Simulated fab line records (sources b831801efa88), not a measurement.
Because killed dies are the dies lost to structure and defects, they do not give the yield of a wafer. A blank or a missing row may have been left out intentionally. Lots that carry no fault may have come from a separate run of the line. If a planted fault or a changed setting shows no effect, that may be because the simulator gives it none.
fab line records	flow sky130	part 1 of 2: steps 1 to 33 of 46
record lots=5	wafers=15	last-day=50
route steps=708 shown FIELD_ISO@21 NWELL@32 DNWELL@35 PWDE@45
lots untouched by any fault: they come from a run of this same line in which no faults occurred
start-h: start of the lot's first displayed wafer, in hours after the record's first day	wait-h: time in hours since the lot's previous step	" unchanged from the row above	L1.1+2: one row covering several wafers at once	- no value, or no start given	* or withheld: withheld	< > ~ a bound
route shown NAME@n: names a module that has steps shown in the file, with the first one's number in the route	usual: average and standard deviation across the fault-free wafers	same: alike in all rows	chamber/n: place in a boat	sites: readings site by site	_std_site: the standard deviation of these	_edge_site: the outer-site mean with the inner-site mean subtracted	radius-mm: how far each site lies from the wafer's centre	mask NAME#n: copy n	behind: the last tool/chamber to shape the wafer	hold: reason for holding the lot/hours on hold/outcome of the hold	device: transistor that didn't switch, given as n, p or np	end of line: the same wafers' tests at the end of the route	a step with no rows: only its recipe	killed: dies that structure and defects cost at the first sort, which is not the same as the wafer's yield	map: per-die view of a wafer (x killed, . not killed, _ where there is no die)
set.NAME: the setting that was run; set.NAME@STEP: the one run at that earlier step	model.NAME: the simulator's own value behind a step, which no gauge read
lots at some steps of the route; a table a step, a row a wafer
services: a tool's chamber out of use, with start hour (start-h, from the record's first day; less than 0 if before it), hours out, and reason
## steps
# step SKY_FIELD_ISO_CLEAN_20
# recipe chemistry=dHF	time-s=20	dilution=100:1
lot.wafer	tool	chamber	start-h	wait-h
L078.2+3+6	wet-bench-04	2	49.82	0.0
L084.2+3+5	wet-bench-01	0	80.35	0.0
L086.1+2+3	wet-bench-04	3	93.80	0.0
L088.1+2+5	wet-bench-04	2	102.23	0.0
L094.1+2+5	wet-bench-01	0	134.33	0.0
# step SKY_FIELD_ISO_WET_ETCH_21
# recipe chemistry=dHF	dilution=100:1	target-depth-nm=20	dry=ipa-marangoni	target=SiO2	temp-c=25	time-s=400
lot.wafer	tool	chamber	start-h	wait-h
L078.2+3+6	wet-bench-01	3	49.84	0.0
L084.2+3+5	wet-bench-04	2	80.36	0.0
L086.1+2+3	wet-bench-01	0	93.81	0.0
L088.1+2+5	wet-bench-02	0	102.25	0.0
L094.1+2+5	wet-bench-02	2	134.34	0.0
# step SKY_FIELD_ISO_OXIDATION_22
# recipe temp-c=950	ambient=O2	stabilise-s=600	purge-s=300	target-thk-a=100	ox-time-s=623
# usual spike-tc-lower-C=951.2/1.1
lot.wafer	tool	chamber	start-h	wait-h	spike-tc-lower-C
L078.2	furnace-02	0	51.69	1.7	953.1
L078.3	"	0	"	"	951.8
L078.6	"	0	"	"	951.9
L084.2	furnace-02	0	81.31	0.8	951.4
L084.3	"	0	"	"	950.1
L084.5	"	0	"	"	952.4
L086.1	furnace-02	0	94.16	0.2	952.3
L086.2	"	0	"	"	952.9
L086.3	"	0	"	"	950.6
L088.1	furnace-01	0	102.37	0.0	951.2
L088.2	"	0	"	"	950.9
L088.5	"	0	"	"	951.6
L094.1	furnace-01	0	134.46	0.0	949.2
L094.2	"	0	"	"	951.4
L094.5	"	0	"	"	952.1
# step SKY_FIELD_ISO_THK_MEAS_23
# recipe reads=SiO2_of_FIELD_ISO_OXIDATION_22
# usual FIELD_ISO_OXIDATION_01_THK=10.07/0.16
lot.wafer	tool	chamber	start-h	wait-h	FIELD_ISO_OXIDATION_01_THK[nm]
L078.2	film-metro-04	-	52.87	0.0	10.15
L078.3	"	-	"	"	10.36
L078.6	"	-	"	"	10.14
L084.2	film-metro-02	-	82.49	0.0	10.08
L084.3	"	-	"	"	10.19
L084.5	"	-	"	"	10.09
L086.1	film-metro-04	-	95.33	0.0	10.18
L086.2	"	-	"	"	10.31
L086.3	"	-	"	"	10.25
L088.1	film-metro-04	-	103.54	0.0	10.03
L088.2	"	-	"	"	10.06
L088.5	"	-	"	"	10.06
L094.1	film-metro-04	-	135.63	0.0	10.23
L094.2	"	-	"	"	10.16
L094.5	"	-	"	"	10.22
# step SKY_FIELD_ISO_CVD_24
# recipe material=SiO2	target-thk-nm=595	temp-c=650	sigma-open-frac=0.3	time-s=99.2	sih4-flow-sccm=60	pressure-mtorr=6
lot.wafer	tool	chamber	start-h	wait-h
L078.2+3+6	hdpcvd-02	1,0,1	52.92	0.0
L084.2+3+5	hdpcvd-01	0,1,2	82.54	0.0
L086.1+2+3	hdpcvd-02	1,0,2	95.39	0.1
L088.1+2+5	hdpcvd-01	2,1,0	103.60	0.1
L094.1+2+5	hdpcvd-02	0,2,0	135.69	0.1
# step SKY_FIELD_ISO_THK_MEAS_25
# recipe reads=SiO2_of_FIELD_ISO_CVD_24
# usual FIELD_ISO_CVD_24_THK=595/8.5
lot.wafer	tool	chamber	start-h	wait-h	FIELD_ISO_CVD_24_THK[nm]
L078.2	film-metro-02	-	53.00	0.0	604
L078.3	"	-	"	"	607
L078.6	"	-	"	"	603
L084.2	film-metro-03	-	82.63	0.0	587
L084.3	"	-	"	"	600
L084.5	"	-	"	"	590
L086.1	film-metro-02	-	95.46	0.0	603
L086.2	"	-	"	"	610
L086.3	"	-	"	"	605
L088.1	film-metro-02	-	103.67	0.0	596
L088.2	"	-	"	"	611
L088.5	"	-	"	"	593
L094.1	film-metro-03	-	135.77	0.0	605
L094.2	"	-	"	"	611
L094.5	"	-	"	"	614
# step SKY_FIELD_ISO_ANNEAL_26
# recipe temp-c=1000	time-s=1800	ambient=N2
# usual spike-tc-lower-C=1001.3/1.1
lot.wafer	tool	chamber	start-h	wait-h	spike-tc-lower-C
L078.2	furnace-01	0	53.71	0.7	999.7
L078.3	"	0	"	"	1001.1
L078.6	"	0	"	"	999.8
L084.2	furnace-01	0	83.67	1.0	1001.8
L084.3	"	0	"	"	999.4
L084.5	"	0	"	"	1001.6
L086.1	furnace-01	0	96.46	1.0	1000.3
L086.2	"	0	"	"	1001.9
L086.3	"	0	"	"	1000.4
L088.1	furnace-02	0	103.73	0.1	1003.8
L088.2	"	0	"	"	999.6
L088.5	"	0	"	"	1001.2
L094.1	furnace-01	0	137.15	1.4	1000.5
L094.2	"	0	"	"	999.3
L094.5	"	0	"	"	1000.8
# step SKY_FIELD_ISO_CMP_27
# recipe stop-on=Si3N4	t-overpolish-s=16	down-force-psi=4	platen-rpm=60	target-thk-nm=457.8	pad-velocity-m-s=0.94248
# usual motor-current-A=12.3/0.59	overpolish-run-s=16.000/0.0099	time-to-endpoint-s=115/4.3
lot.wafer	tool	chamber	start-h	wait-h	motor-current-A	overpolish-run-s	time-to-endpoint-s
L078.2	cmp-01	1	55.31	0.1	11.8	16.003	119
L078.3	"	2	"	"	11.8	15.976	118
L078.6	"	0	"	"	11.4	16.005	122
L084.3	cmp-01	3	85.22	0.1	13.0	16.000	112
L084.2	"	1	"	"	12.1	15.997	116
L084.5	"	3	"	"	11.6	15.981	110
L086.2	cmp-01	2	97.96	0.0	11.7	16.009	118
L086.3	"	0	"	"	11.4	15.993	121
L086.1	"	1	"	"	12.2	16.003	119
L088.1	cmp-02	2	105.28	0.1	12.6	15.991	112
L088.2	"	0	"	"	12.1	16.009	121
L088.5	"	2	"	"	12.7	16.007	108
L094.2	cmp-02	3	138.65	0.0	12.7	16.006	118
L094.1	"	0	"	"	12.5	16.004	124
L094.5	"	3	"	"	12.8	16.009	123
# step SKY_FIELD_ISO_WET_ETCH_28
# recipe chemistry=dHF	target-depth-nm=23.7	target=SiO2	dilution=10:1	temp-c=25	time-s=47
lot.wafer	tool	chamber	start-h	wait-h
L078.2+3+6	wet-bench-01	3	55.51	0.1
L084.2+3+5	wet-bench-04	1	85.47	0.1
L086.1+2+3	wet-bench-04	3	98.26	0.1
L088.1+2+5	wet-bench-04	1	105.53	0.2
L094.1+2+5	wet-bench-04	3	138.95	0.2
# step SKY_FIELD_ISO_WET_ETCH_29
# recipe chemistry=H3PO4	target-depth-nm=160	target=Si3N4	temp-c=160	time-s=1825
lot.wafer	tool	chamber	start-h	wait-h
L078.2+3+6	wet-bench-04	2	55.53	0.0
L084.2+3+5	wet-bench-02	2	85.49	0.0
L086.1+2+3	wet-bench-02	1	98.29	0.0
L088.1+2+5	wet-bench-02	1	105.55	0.0
L094.1+2+5	wet-bench-02	0	138.97	0.0
# step SKY_FIELD_ISO_WET_ETCH_30
# recipe chemistry=dHF	target-depth-nm=25	target=SiO2	dilution=10:1	temp-c=25	time-s=50
lot.wafer	tool	chamber	start-h	wait-h
L078.2+3+6	wet-bench-01	3	56.05	0.0
L084.2+3+5	wet-bench-04	3	86.00	0.0
L086.1+2+3	wet-bench-04	1	98.80	0.0
L088.1+2+5	wet-bench-01	3	106.07	0.0
L094.1+2+5	wet-bench-04	3	139.48	0.0
# step SKY_NWELL_CLEAN_00
# recipe chemistry=SC1/SC2	mix=1:4:20	temp-c=70	time-s=150	dry=n2-spin
lot.wafer	tool	chamber	start-h	wait-h
L078.2+3+6	wet-bench-02	0	56.07	0.0
L084.2+3+5	wet-bench-02	2	86.03	0.0
L086.1+2+3	wet-bench-02	0	98.82	0.0
L088.1+2+5	wet-bench-02	3	106.09	0.0
L094.1+2+5	wet-bench-01	3	139.51	0.0
# step SKY_NWELL_OXIDATION_01
# recipe temp-c=900	ambient=O2	stabilise-s=600	purge-s=300	target-thk-a=100	ox-time-s=1418
# usual spike-tc-lower-C=901.1/1
lot.wafer	tool	chamber	start-h	wait-h	spike-tc-lower-C
L078.2	furnace-01	0	56.72	0.6	902.2
L078.3	"	0	"	"	901.3
L078.6	"	0	"	"	901.8
L084.2	furnace-02	0	86.87	0.8	901.2
L084.3	"	0	"	"	901.5
L084.5	"	0	"	"	904.4
L086.1	furnace-02	0	98.87	0.0	900.8
L086.2	"	0	"	"	900.3
L086.3	"	0	"	"	901.7
L088.1	furnace-01	0	106.63	0.5	900.1
L088.2	"	0	"	"	900.1
L088.5	"	0	"	"	901.4
L094.1	furnace-02	0	140.84	1.3	902.7
L094.2	"	0	"	"	901.9
L094.5	"	0	"	"	902.3
# step SKY_NWELL_THK_MEAS_02
# recipe reads=SiO2_of_NWELL_OXIDATION_01
# usual NWELL_OXIDATION_THK=10.11/0.17
lot.wafer	tool	chamber	start-h	wait-h	NWELL_OXIDATION_THK[nm]
L078.2	film-metro-04	-	58.13	0.0	10.30
L078.3	"	-	"	"	10.26
L078.6	"	-	"	"	10.41
L084.2	film-metro-03	-	88.28	0.0	10.43
L084.3	"	-	"	"	10.21
L084.5	"	-	"	"	10.32
L086.1	film-metro-01	-	100.27	0.0	10.06
L086.2	"	-	"	"	10.17
L086.3	"	-	"	"	10.21
L088.1	film-metro-04	-	108.03	0.0	10.09
L088.2	"	-	"	"	10.26
L088.5	"	-	"	"	10.15
L094.1	film-metro-04	-	142.23	0.0	10.15
L094.2	"	-	"	"	10.30
L094.5	"	-	"	"	10.23
# step SKY_DNWELL_DEHYDRATE_00
# recipe temp-c=200	time-s=60
lot.wafer	tool	chamber	start-h	wait-h
L078.2+3+6	litho-track-04	0	66.03	7.9
L084.2+3+5	litho-track-01	0	96.66	8.4
L086.1+2+3	litho-track-04	0	108.55	8.3
L088.1+2+5	litho-track-02	0	116.15	8.1
L094.1+2+5	litho-track-04	0	150.95	8.7
# step SKY_DNWELL_HMDS_01
# recipe prime-time-s=60	prime-temp-c=120
lot.wafer	tool	chamber	start-h	wait-h
L078.2+3+6	litho-track-04	0	66.18	0.1
L084.2+3+5	litho-track-01	0	96.81	0.1
L086.1+2+3	litho-track-04	0	108.70	0.1
L088.1+2+5	litho-track-02	0	116.30	0.1
L094.1+2+5	litho-track-04	0	151.10	0.1
# step SKY_DNWELL_COAT_02
# recipe spin-rpm=2000	resist-thk-nm=3000
lot.wafer	tool	chamber	start-h	wait-h
L078.2+3+6	litho-track-04	0	66.33	0.1
L084.2+3+5	litho-track-01	0	96.96	0.1
L086.1+2+3	litho-track-04	0	108.85	0.1
L088.1+2+5	litho-track-02	0	116.45	0.1
L094.1+2+5	litho-track-04	0	151.25	0.1
# step SKY_DNWELL_SOFTBAKE_03
# recipe temp-c=110	time-s=withheld
lot.wafer	tool	chamber	start-h	wait-h
L078.2+3+6	litho-track-04	0	66.48	0.1
L084.2+3+5	litho-track-01	0	97.12	0.1
L086.1+2+3	litho-track-04	0	109.00	0.1
L088.1+2+5	litho-track-02	0	116.60	0.1
L094.1+2+5	litho-track-04	0	151.40	0.1
# step SKY_DNWELL_EXPOSE_04
# recipe mask-id=DNM	na=0.57	target-cd-nm=3000	dose-mj=222
# usual reticle-temp-C=23.03/0.1
lot.wafer	tool	chamber	start-h	wait-h	mask	reticle-temp-C
L078.2	iline-stepper-01	0	-	-	DNM#0	23.13
L078.3	"	0	"	"	DNM#0	23.15
L078.6	"	0	"	"	DNM#0	23.22
L084.2	iline-stepper-02	0	-	-	DNM#0	23.10
L084.3	"	0	"	"	DNM#0	23.08
L084.5	"	0	"	"	DNM#0	23.06
L086.1	iline-stepper-02	0	-	-	DNM#0	22.92
L086.2	"	0	"	"	DNM#0	23.10
L086.3	"	0	"	"	DNM#0	22.99
L088.1	iline-stepper-01	0	-	-	DNM#0	22.97
L088.2	"	0	"	"	DNM#0	22.97
L088.5	"	0	"	"	DNM#0	22.94
L094.1	iline-stepper-01	0	-	-	DNM#0	23.03
L094.2	"	0	"	"	DNM#0	22.87
L094.5	"	0	"	"	DNM#0	23.02
# step SKY_DNWELL_PEB_05
# recipe temp-c=115	time-s=withheld
lot.wafer	tool	chamber	start-h	wait-h
L078.2+3+6	litho-track-01	0	-	-
L084.2+3+5	litho-track-02	0	-	-
L086.1+2+3	litho-track-01	0	-	-
L088.1+2+5	litho-track-04	0	-	-
L094.1+2+5	litho-track-04	0	-	-
# step SKY_DNWELL_DEVELOP_06
# recipe wall-angle-deg=90	developer=TMAH	develop-time-s=60	dev-temp-c=23
lot.wafer	tool	chamber	start-h	wait-h
L078.2+3+6	litho-track-01	0	-	-
L084.2+3+5	litho-track-02	0	-	-
L086.1+2+3	litho-track-01	0	-	-
L088.1+2+5	litho-track-04	0	-	-
L094.1+2+5	litho-track-04	0	-	-
# step SKY_DNWELL_IMPLANT_07
# recipe species=P	energy-kev=withheld	dose-cm2=withheld	tilt-deg=withheld
lot.wafer	tool	chamber	start-h	wait-h
L078.2+3+6	implanter-01	0	74.36	-
L084.2+3+5	implanter-03	0	106.52	-
L086.1+2+3	implanter-03	0	118.59	-
L088.1+2+5	implanter-01	0	125.40	-
L094.1+2+5	implanter-03	0	161.40	-
# step SKY_DNWELL_STRIP_08
# recipe chemistry=O2/N2	power-w=1400	pressure-mtorr=1500	platen-temp-c=withheld	o2-flow-sccm=3000	n2-flow-sccm=300	overash-fraction=0.5
# usual chamber-pressure-mTorr=1499.9/1.5	drypump-motor-current-A=5.4/0.51	oes-product-au=0.722/0.0044	strip-time-to-endpoint-s=36.96/0.1
lot.wafer	tool	chamber	start-h	wait-h	chamber-pressure-mTorr	drypump-motor-current-A	oes-product-au	rf-hours-counter-h	strip-time-to-endpoint-s
L078.2	plasma-asher-02	1	74.49	0.1	1499.9	5.0	0.720	35	36.85
L078.3	"	0	"	"	1501.1	5.2	0.722	-	36.98
L078.6	"	0	"	"	1501.6	5.2	0.722	-	36.89
L084.2	plasma-asher-04	1	106.65	0.1	1497.2	4.9	0.725	42	37.20
L084.3	"	1	"	"	1501.3	4.8	0.726	-	36.99
L084.5	"	1	"	"	1496.4	4.8	0.718	-	37.12
L086.1	plasma-asher-04	0	118.74	0.1	1499.3	6.3	0.721	44	36.95
L086.2	"	1	"	"	1499.9	4.8	0.726	44	36.93
L086.3	"	1	"	"	1497.1	4.8	0.721	-	36.92
L088.1	plasma-asher-01	0	125.55	0.1	1498.6	5.8	0.729	1	36.87
L088.2	"	1	"	"	1498.9	5.6	0.721	1	36.99
L088.5	"	0	"	"	1498.5	5.8	0.716	-	36.89
L094.1	plasma-asher-02	0	161.55	0.1	1498.5	5.2	0.722	44	36.98
L094.2	"	1	"	"	1501.6	5.0	0.718	44	36.92
L094.5	"	1	"	"	1495.9	5.0	0.724	-	36.85
# step SKY_DNWELL_TW_MEAS_09
# usual DNWELL_TW=1125/12
lot.wafer	tool	chamber	start-h	wait-h	DNWELL_TW
L078.2	film-metro-04	-	74.64	0.1	1136
L078.3	"	-	"	"	1134
L078.6	"	-	"	"	1126
L084.2	film-metro-01	-	106.76	0.1	1120
L084.3	"	-	"	"	1120
L084.5	"	-	"	"	1117
L086.1	film-metro-04	-	118.84	0.1	1144
L086.2	"	-	"	"	1140
L086.3	"	-	"	"	1133
L088.1	film-metro-04	-	125.65	0.1	1134
L088.2	"	-	"	"	1135
L088.5	"	-	"	"	1134
L094.1	film-metro-04	-	161.65	0.1	1142
L094.2	"	-	"	"	1136
L094.5	"	-	"	"	1138
# step SKY_PWDE_DEHYDRATE_00
# recipe temp-c=200	time-s=60
lot.wafer	tool	chamber	start-h	wait-h
L078.2+3+6	litho-track-02	0	82.77	8.1
L084.2+3+5	litho-track-01	0	114.86	8.1
L086.1+2+3	litho-track-02	0	127.30	8.4
L088.1+2+5	litho-track-02	0	134.25	8.6
L094.1+2+5	litho-track-03	0	170.77	9.1
# step SKY_PWDE_HMDS_01
# recipe prime-time-s=60	prime-temp-c=120
lot.wafer	tool	chamber	start-h	wait-h
L078.2+3+6	litho-track-02	0	82.92	0.1
L084.2+3+5	litho-track-01	0	115.01	0.1
L086.1+2+3	litho-track-02	0	127.45	0.1
L088.1+2+5	litho-track-02	0	134.40	0.1
L094.1+2+5	litho-track-03	0	170.92	0.1
# step SKY_PWDE_COAT_02
# recipe spin-rpm=2000	resist-thk-nm=3000
lot.wafer	tool	chamber	start-h	wait-h
L078.2+3+6	litho-track-02	0	83.07	0.1
L084.2+3+5	litho-track-01	0	115.16	0.1
L086.1+2+3	litho-track-02	0	127.60	0.1
L088.1+2+5	litho-track-02	0	134.55	0.1
L094.1+2+5	litho-track-03	0	171.07	0.1
# step SKY_PWDE_SOFTBAKE_03
# recipe temp-c=110	time-s=withheld
lot.wafer	tool	chamber	start-h	wait-h
L078.2+3+6	litho-track-02	0	83.23	0.1
L084.2+3+5	litho-track-01	0	115.32	0.1
L086.1+2+3	litho-track-02	0	127.75	0.1
L088.1+2+5	litho-track-02	0	134.70	0.1
L094.1+2+5	litho-track-03	0	171.22	0.1
# step SKY_PWDE_EXPOSE_04
# recipe mask-id=PWDEM	na=0.6	source-shape=conventional	sigma-outer=0.6	polarization=unpolarized	target-cd-nm=840	dose-mj=214
# usual reticle-temp-C=23.01/0.1
lot.wafer	tool	chamber	start-h	wait-h	mask	reticle-temp-C
L078.2	iline-stepper-02	0	-	-	PWDEM#0	22.89
L078.3	"	0	"	"	PWDEM#0	22.88
L078.6	"	0	"	"	PWDEM#0	22.92
L084.2	iline-stepper-02	0	-	-	PWDEM#0	23.00
L084.3	"	0	"	"	PWDEM#0	22.96
L084.5	"	0	"	"	PWDEM#0	23.03
L086.1	iline-stepper-02	0	-	-	PWDEM#0	22.95
L086.2	"	0	"	"	PWDEM#0	23.06
L086.3	"	0	"	"	PWDEM#0	23.10
L088.1	iline-stepper-02	0	-	-	PWDEM#0	22.87
L088.2	"	0	"	"	PWDEM#0	22.88
L088.5	"	0	"	"	PWDEM#0	22.99
L094.1	iline-stepper-01	0	-	-	PWDEM#0	22.93
L094.2	"	0	"	"	PWDEM#0	23.01
L094.5	"	0	"	"	PWDEM#0	23.12
# step SKY_PWDE_PEB_05
# recipe temp-c=115	time-s=withheld
lot.wafer	tool	chamber	start-h	wait-h
L078.2+3+6	litho-track-02	0	-	-
L084.2+3+5	litho-track-02	0	-	-
L086.1+2+3	litho-track-01	0	-	-
L088.1+2+5	litho-track-01	0	-	-
L094.1+2+5	litho-track-02	0	-	-
# step SKY_PWDE_DEVELOP_06
# recipe wall-angle-deg=90	developer=TMAH	develop-time-s=60	dev-temp-c=23
lot.wafer	tool	chamber	start-h	wait-h
L078.2+3+6	litho-track-02	0	-	-
L084.2+3+5	litho-track-02	0	-	-
L086.1+2+3	litho-track-01	0	-	-
L088.1+2+5	litho-track-01	0	-	-
L094.1+2+5	litho-track-02	0	-	-
# step SKY_PWDE_OVL_MEAS_07
# usual PWDE_OVL=0.2/1.3
lot.wafer	tool	chamber	start-h	wait-h	PWDE_OVL[nm]
L078.2	overlay-01	-	92.15	-	0.6
L078.3	"	-	"	"	-0.1
L078.6	"	-	"	"	0.3
L084.2	overlay-01	-	124.80	-	-0.4
L084.3	"	-	"	"	0.4
L084.5	"	-	"	"	0.4
L086.1	overlay-02	-	136.59	-	-0.6
L086.2	"	-	"	"	-2.4
L086.3	"	-	"	"	-1.5
L088.1	overlay-02	-	144.74	-	0.7
L088.2	"	-	"	"	0.6
L088.5	"	-	"	"	-1.3
L094.1	overlay-01	-	182.00	-	-2.6
L094.2	"	-	"	"	0.6
L094.5	"	-	"	"	0.1
# step SKY_PWDE_IMPLANT_08
# recipe species=B	energy-kev=150	dose-cm2=3.6e+12	tilt-deg=withheld
# usual dose-ions-cm2=3.601e+12/3.7e+09
lot.wafer	tool	chamber	start-h	wait-h	dose-ions-cm2
L078.2	implanter-03	0	92.21	0.0	3.601e+12
L078.3	"	0	"	"	3.607e+12
L078.6	"	0	"	"	3.6e+12
L084.2	implanter-04	0	124.86	0.0	3.601e+12
L084.3	"	0	"	"	3.602e+12
L084.5	"	0	"	"	3.606e+12
L086.1	implanter-04	0	136.62	0.0	3.602e+12
L086.2	"	0	"	"	3.599e+12
L086.3	"	0	"	"	3.601e+12
L088.1	implanter-04	0	144.77	0.0	3.597e+12
L088.2	"	0	"	"	3.6e+12
L088.5	"	0	"	"	3.6e+12
L094.1	implanter-02	0	182.03	0.0	3.595e+12
L094.2	"	0	"	"	3.596e+12
L094.5	"	0	"	"	3.593e+12
